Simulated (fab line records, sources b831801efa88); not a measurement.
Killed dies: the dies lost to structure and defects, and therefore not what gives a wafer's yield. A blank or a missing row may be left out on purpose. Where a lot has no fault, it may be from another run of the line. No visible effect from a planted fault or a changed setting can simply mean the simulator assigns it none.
The tool behind it: which one? | flow sky130 | 39 wafers from 13 lots sampled at 3 of the route's 708 steps

== WHAT THE GAUGES READ, wafer by wafer ==
SKY_SONOS_ONO_THK_MEAS_03.
lot  | measured     | on           | SONOS_ONO_CVD_02_THK (nm)
L197 | day 11 10:54 | filmMetro-01 | 10.46 10.55 10.57
L198 | day 11 16:34 | filmMetro-04 | 10.47 10.68 10.58
L200 | day 12 05:56 | filmMetro-01 | 10.75 10.86 10.79
L201 | day 12 13:13 | filmMetro-04 | 10.62 10.47 10.55
L203 | day 13 07:23 | filmMetro-03 | 10.54 10.63 10.69
L204 | day 13 17:59 | filmMetro-03 | 10.76 10.71 10.67
L205 | day 14 21:13 | filmMetro-04 | 10.56 10.64 10.48
L207 | day 15 01:25 | filmMetro-04 | 10.64 10.64 10.51
L208 | day 15 03:06 | filmMetro-03 | 10.30 10.46 10.32
L209 | day 15 17:28 | filmMetro-03 | 10.57 10.46 10.39
L210 | day 15 20:19 | filmMetro-01 | 10.44 10.38 10.35
L219 | day 18 17:19 | filmMetro-04 | 10.52 10.43 10.42
L220 | day 19 04:31 | filmMetro-03 | 10.48 10.47 10.49

SKY_LI_CONTACT_RS_MEAS_22: measures by four-point-probe.
lot  | measured     | on           | LI_CONTACT_W_RS (ohm/sq)
L197 | day 28 19:31 | filmMetro-01 | 0.287 0.291 0.287
L198 | day 29 01:13 | filmMetro-03 | 0.282 0.283 0.287
L200 | day 29 20:17 | filmMetro-02 | 0.287 0.287 0.290
L201 | day 30 07:30 | filmMetro-03 | 0.296 0.290 0.293
L203 | day 30 23:28 | filmMetro-03 | 0.287 0.291 0.289
L204 | day 31 11:45 | filmMetro-02 | 0.293 0.295 0.293
L205 | day 32 12:34 | filmMetro-02 | 0.282 0.281 0.282
L207 | day 33 03:10 | filmMetro-02 | 0.279 0.282 0.285
L208 | day 32 20:25 | filmMetro-02 | 0.289 0.292 0.286
L209 | day 33 11:43 | filmMetro-01 | 0.284 0.281 0.282
L210 | day 33 13:29 | filmMetro-03 | 0.284 0.288 0.285
L219 | day 36 05:21 | filmMetro-01 | 0.285 0.287 0.286
L220 | day 36 15:58 | filmMetro-03 | 0.293 0.288 0.292

== WHAT TOOL EACH LOT RAN ON (gives the tool, then ch and the chambers of the sampled wafers, and finally the start) ==
lot  | SKY_LDD_P_HMDS_01
L197 | lithoTrack-03 ch 0, day 18 00:11
L198 | lithoTrack-02 ch 0, day 18 06:03
L200 | lithoTrack-01 ch 0, day 19 04:07
L201 | lithoTrack-03 ch 0, day 19 11:52
L203 | lithoTrack-01 ch 0, day 20 08:55
L204 | lithoTrack-02 ch 0, day 20 21:57
L205 | lithoTrack-01 ch 0, day 22 04:01
L207 | lithoTrack-02 ch 0, day 22 12:23
L208 | lithoTrack-03 ch 0, day 22 10:28
L209 | lithoTrack-02 ch 0, day 23 00:44
L210 | lithoTrack-03 ch 0, day 23 05:01
L219 | lithoTrack-02 ch 0, day 26 02:33
L220 | lithoTrack-02 ch 0, day 26 16:50
- SKY_LDD_P_HMDS_01: prime time 60 s.

== WHAT THE TOOLS THEMSELVES READ (means of the sampled wafers that have a number; where no wafer has one, the mark that the record gives instead) ==
SKY_LDD_P_HMDS_01.
lot  | tool          | primeTempC (C)
L197 | lithoTrack-03 | 120.07
L198 | lithoTrack-02 | 119.99
L200 | lithoTrack-01 | 119.96
L201 | lithoTrack-03 | 120.04
L203 | lithoTrack-01 | 120.08
L204 | lithoTrack-02 | 120.11
L205 | lithoTrack-01 | 120.04
L207 | lithoTrack-02 | 120.07
L208 | lithoTrack-03 | 119.99
L209 | lithoTrack-02 | 119.82
L210 | lithoTrack-03 | 119.88
L219 | lithoTrack-02 | 118.42
L220 | lithoTrack-02 | 118.26

== THE ANSWER, worked out from the rows above alone ==
Rule: the lots themselves supply what counts as usual. The widest of any qualifying gaps counts: lots, ordered by their means at a reading, are off when they make up no more than a third of the lots, leave a main group of 4 or more, and stand apart from it by 3 or more times the standard deviation of that group's means. Not used: any main group whose means are identical at the precision the tables above print for the reading. A lot without any number at a reading at which 4 lots or more have one is off too. Any other lot the step has rows for is counted as sound. First the gauges in route order, then the tools' own readings, where a lot's mean is used as printed above. The first step at which some lot is off is used, and at that step the reading that is off furthest; a lot without a number counts as furthest.
Off, at SKY_LDD_P_HMDS_01 on primeTempC: L219, L220. Main group: mean 120.00 C, sd 0.085.
A tool fits if, at that step or a process step before it, it ran every lot that is off, and no sound lot after the first of them. One fits: lithoTrack-02 at SKY_LDD_P_HMDS_01. Its last sound lot is L209 (day 23 00:44), its first lot that is off L219 (day 26 02:33): a fault that began between those two fits.
The tool's own readings at SKY_LDD_P_HMDS_01 bear it out: on the lots that are off they differ by more than 5 times the standard deviation of the sound lots' means. primeTempC reads 118.34 C there against 120.00 C on the sound lots.

== WHAT THE SIMULATOR HAD PUT IN ==
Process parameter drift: lithoTrack-02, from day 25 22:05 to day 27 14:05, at SKY_LDD_P_HMDS_01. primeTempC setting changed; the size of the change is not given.
Lots struck among those shown: L219, L220. Same finding as the rule above.
